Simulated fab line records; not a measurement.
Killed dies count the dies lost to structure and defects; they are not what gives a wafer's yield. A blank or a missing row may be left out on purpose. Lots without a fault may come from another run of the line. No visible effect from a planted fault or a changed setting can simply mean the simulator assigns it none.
Comparing a struck lot with a sound one -- flow gf180mcu -- 42 steps out of a route of 602
Sound: these wafers, L206.1, L206.3, L206.6. Wafers L216.1, L216.2, L216.3 were the ones struck. The cause is given at the end.
For every step that has rows: the tool of each side, followed by ch and its chambers, followed by its first start. Under that, the readings that differ: sound wafers -- struck wafers -- difference of the means -- sigmas: that difference in standard deviations of wafers without a fault.
alike: readings whose means differ by less than 2 such deviations, and words and numbers that are the same on both sides. not compared: withheld readings, readings that some wafer has no value for, bounds like >300 that may hide the same value, and numbers for which the record gives no deviation and whose values overlap.
Wherever a step has rows on one side only, a row that says differs or no value, or a row with sigmas, the two part there. Numbers that don't overlap but have no deviation are shown without sigmas and don't part them. A reading that every wafer of one side lacks parts them only if that side has two wafers or more.

first, 2 steps without rows for these wafers: GF_MVSD_IMPLANT_08; GF_MVSD_IMPLANT_09.
GF_MVSD_STRIP_10: strips in O2/N2.
  sound on plasmaAsher-03 ch 0,1, day 4 09:43; struck on plasmaAsher-01 ch 0,1, day 6 21:07
  alike: drypumpMotorCurrentA, heaterPowerW, oesProductAu, stripTimeToEndpointS
  not compared: rfHoursCounterH
GF_MVSD_TW_MEAS_11:
  sound on filmMetro-03, day 4 09:49; struck on filmMetro-04, day 6 21:13
  alike: MVSD_TW
then, 7 steps without rows for these wafers: GF_MVPSD_DEHYDRATE_00 (time 60 s); GF_MVPSD_HMDS_01 (prime time 60 s); GF_MVPSD_COAT_02 (resist thk 3000 nm); GF_MVPSD_SOFTBAKE_03; GF_MVPSD_EXPOSE_04 (exposes mask MVPSD, target cd 1000 nm); GF_MVPSD_PEB_05; GF_MVPSD_DEVELOP_06 (develop time 60 s).
GF_MVPSD_OVL_MEAS_07:
  sound on overlay-02, day 4 23:13; struck on overlay-02, day 7 13:14
  alike: MVPSD_OVL
GF_MVPSD_IMPLANT_08:
  sound on implanter-04 ch 0, day 4 23:16; struck on implanter-02 ch 0, day 7 13:16
reading,sound,struck,difference,sigmas
doseIonsCm2,1.5e+13 1.5018e+13 1.5008e+13,2.0209e+13 2.0231e+13 2.0216e+13,+5.2100e+12,+99 or more
faradayCurrentUA,86.0 83.6 86.4,113.2 111.4 112.4,+27.0,+16
  alike: beamEnergyKeV, beamOnS
after that, 1 step had no rows for these wafers: GF_MVPSD_IMPLANT_09.
GF_MVPSD_STRIP_10: strips in O2/N2.
  sound on plasmaAsher-01 ch 0,1, day 4 23:34; struck on plasmaAsher-02 ch 0,1, day 7 13:34
reading,sound,struck,difference,sigmas
heaterPowerW (W),374 377 372,307 278 301,-79,-2
  alike: drypumpMotorCurrentA, oesProductAu, stripTimeToEndpointS
  not compared: rfHoursCounterH
GF_MVPSD_TW_MEAS_11:
  sound on filmMetro-03, day 4 23:40; struck on filmMetro-01, day 7 13:54
reading,sound,struck,difference,sigmas
MVPSD_TW,555 557 556,600 602 605,+46,+15
  not compared: hold
then, 6 steps without rows for these wafers: GF_VT_IMPLANT_HMDS_01 (prime time 60 s); GF_VT_IMPLANT_COAT_02 (resist thk 1000 nm); GF_VT_IMPLANT_SOFTBAKE_03 (time 60 s); GF_VT_IMPLANT_EXPOSE_04 (exposes mask LVPWELL LV AREA, target cd 600 nm); GF_VT_IMPLANT_PEB_05; GF_VT_IMPLANT_DEVELOP_06 (develop time 60 s).
GF_VT_IMPLANT_OVL_MEAS_07:
  sound on overlay-01, day 5 13:34; struck on overlay-01, day 8 06:19
  alike: VT_IMPLANT_OVL
after that, 1 step had no rows for these wafers: GF_VT_IMPLANT_IMPLANT_08.
GF_VT_IMPLANT_STRIP_09: strips in O2/N2.
  sound on plasmaAsher-03 ch 0,1, day 5 13:46; struck on plasmaAsher-01 ch 0,1, day 8 06:31
reading,sound,struck,difference,sigmas
oesProductAu (a.u.),0.709 0.709 0.716,0.725 0.719 0.716,+0.009,+2
  alike: drypumpMotorCurrentA, heaterPowerW, stripTimeToEndpointS
  not compared: rfHoursCounterH
GF_VT_IMPLANT_TW_MEAS_10:
  sound on filmMetro-03, day 5 13:52; struck on filmMetro-03, day 8 06:37
  alike: VT_IMPLANT_TW
then, 7 steps without rows for these wafers: GF_VT_IMPLANT_DEHYDRATE_11 (time 60 s); GF_VT_IMPLANT_HMDS_12 (prime time 60 s); GF_VT_IMPLANT_COAT_13 (resist thk 1000 nm); GF_VT_IMPLANT_SOFTBAKE_14 (time 60 s); GF_VT_IMPLANT_EXPOSE_15 (exposes mask Nwell LV AREA, target cd 860 nm); GF_VT_IMPLANT_PEB_16; GF_VT_IMPLANT_DEVELOP_17 (develop time 60 s).
GF_VT_IMPLANT_OVL_MEAS_18:
  sound on overlay-01, day 6 05:17; struck on overlay-02, day 8 23:28
  alike: VT_IMPLANT_01_OVL
after that, 1 step had no rows for these wafers: GF_VT_IMPLANT_IMPLANT_19.
GF_VT_IMPLANT_STRIP_20: strips in O2/N2.
  sound on plasmaAsher-01 ch 1, day 6 05:28; struck on plasmaAsher-03 ch 0,1, day 8 23:40
  alike: drypumpMotorCurrentA, heaterPowerW, oesProductAu, stripTimeToEndpointS
  not compared: rfHoursCounterH
GF_VT_IMPLANT_TW_MEAS_21:
  sound on filmMetro-03, day 6 05:34; struck on filmMetro-04, day 8 23:46
  alike: VT_IMPLANT_2_TW
then, 4 steps without rows for these wafers: GF_VT_IMPLANT_DEHYDRATE_22 (time 60 s); GF_VT_IMPLANT_HMDS_23 (prime time 60 s); GF_VT_IMPLANT_COAT_24 (resist thk 1000 nm); GF_VT_IMPLANT_SOFTBAKE_25 (time 60 s).
GF_VT_IMPLANT_RS_MEAS_49: measures by four-point-probe.
  sound on filmMetro-03, day 7 13:56; struck on filmMetro-04, day 10 12:14
reading,sound,struck,difference,sigmas
MVPSD_RS (ohm/sq),1165 1163 1164,1001 1005 1004,-161,-52
  not compared: hold

WHERE THEY PART
At GF_MVPSD_IMPLANT_08 first; at GF_VT_IMPLANT_RS_MEAS_49 last (within this record only).

WHY: what the simulator had put in
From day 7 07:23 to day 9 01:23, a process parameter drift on implanter-02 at GF_MVPSD_IMPLANT_08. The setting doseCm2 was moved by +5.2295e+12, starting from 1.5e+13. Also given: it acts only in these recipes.
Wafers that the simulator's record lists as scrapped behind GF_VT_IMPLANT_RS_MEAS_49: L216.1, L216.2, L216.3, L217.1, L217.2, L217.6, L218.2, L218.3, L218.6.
